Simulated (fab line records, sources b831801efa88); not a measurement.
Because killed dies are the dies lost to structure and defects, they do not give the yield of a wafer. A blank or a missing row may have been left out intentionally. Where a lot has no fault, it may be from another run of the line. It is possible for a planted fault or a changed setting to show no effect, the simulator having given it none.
Chamber matching + flow gf180mcu + 3 sister chambers for GF_V2_CVD_02 on pecvd-02
The step deposits SiO2 from TEOS, target thk 850 nm, time 94.851 s. 22 wafers are shown with their chamber, then 11 later ones without.

== WAFERS WITH THEIR CHAMBER ==
| wafer  | chamber | heaterPowerW (W) |
|--------|---------|------------------|
| L074.3 | 0       | 776              |
| L074.4 | 0       | 882              |
| L074.5 | 2       | 665              |
| L075.1 | 2       | 642              |
| L075.3 | 0       | 815              |
| L075.6 | 2       | 687              |
| L077.2 | 1       | 956              |
| L077.3 | 2       | 715              |
| L077.5 | 0       | 912              |
| L080.3 | 1       | 795              |
| L080.4 | 1       | 844              |
| L080.5 | 0       | 878              |
| L081.1 | 2       | 646              |
| L081.2 | 1       | 788              |
| L081.3 | 0       | 930              |
| L081.4 | 0       | 761              |
| L081.5 | 1       | 878              |
| L081.6 | 2       | 674              |
| L084.2 | 0       | 879              |
| L084.4 | 0       | 942              |
| L084.6 | 1       | 928              |
| L091.1 | 0       | 879              |

SIGNATURES, as means of the wafers listed above
| reading      | chamber 0 | chamber 1 | chamber 2 | scatter within a chamber |
|--------------|-----------|-----------|-----------|--------------------------|
| heaterPowerW | 865.40    | 864.83    | 671.50    | 57                       |
Rule: a wafer's distance from a chamber is the root of the sum, over the readings, of the square of ((its reading less the chamber's mean) divided by the reading's scatter). The wafer belongs to the nearest chamber; if the next one is less than 2 further off, it can't be placed. The scatter: the root of (the sum of the squares of (reading less its chamber's mean) over the shown wafers, divided by (wafers less chambers)).

== WAFERS WITHOUT THEIR CHAMBER ==
| wafer  | heaterPowerW (W) |
|--------|------------------|
| L091.2 | 815              |
| L091.3 | 703              |
| L091.4 | 855              |
| L091.5 | 547              |
| L091.6 | 900              |
| L094.2 | 623              |
| L094.5 | 563              |
| L094.6 | 831              |
| L097.3 | 512              |
| L097.4 | 842              |
| L097.5 | 768              |

== WHICH CHAMBER EACH WENT THROUGH ==
| wafer  | from the rows above          | in truth |
|--------|------------------------------|----------|
| L091.2 | can't be placed: 1 or 0 or 2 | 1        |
| L091.3 | 2                            | 2        |
| L091.4 | can't be placed: 1 or 0      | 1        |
| L091.5 | 2                            | 2        |
| L091.6 | can't be placed: 0 or 1      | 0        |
| L094.2 | 2                            | 2        |
| L094.5 | 2                            | 2        |
| L094.6 | can't be placed: 1 or 0      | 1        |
| L097.3 | 2                            | 2        |
| L097.4 | can't be placed: 1 or 0      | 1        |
| L097.5 | can't be placed: 2 or 1 or 0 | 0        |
Placed correctly: 5 of 11. From these rows, 6 cannot be placed; in 6 the true chamber is one of the candidates. Number placed wrongly: 0.
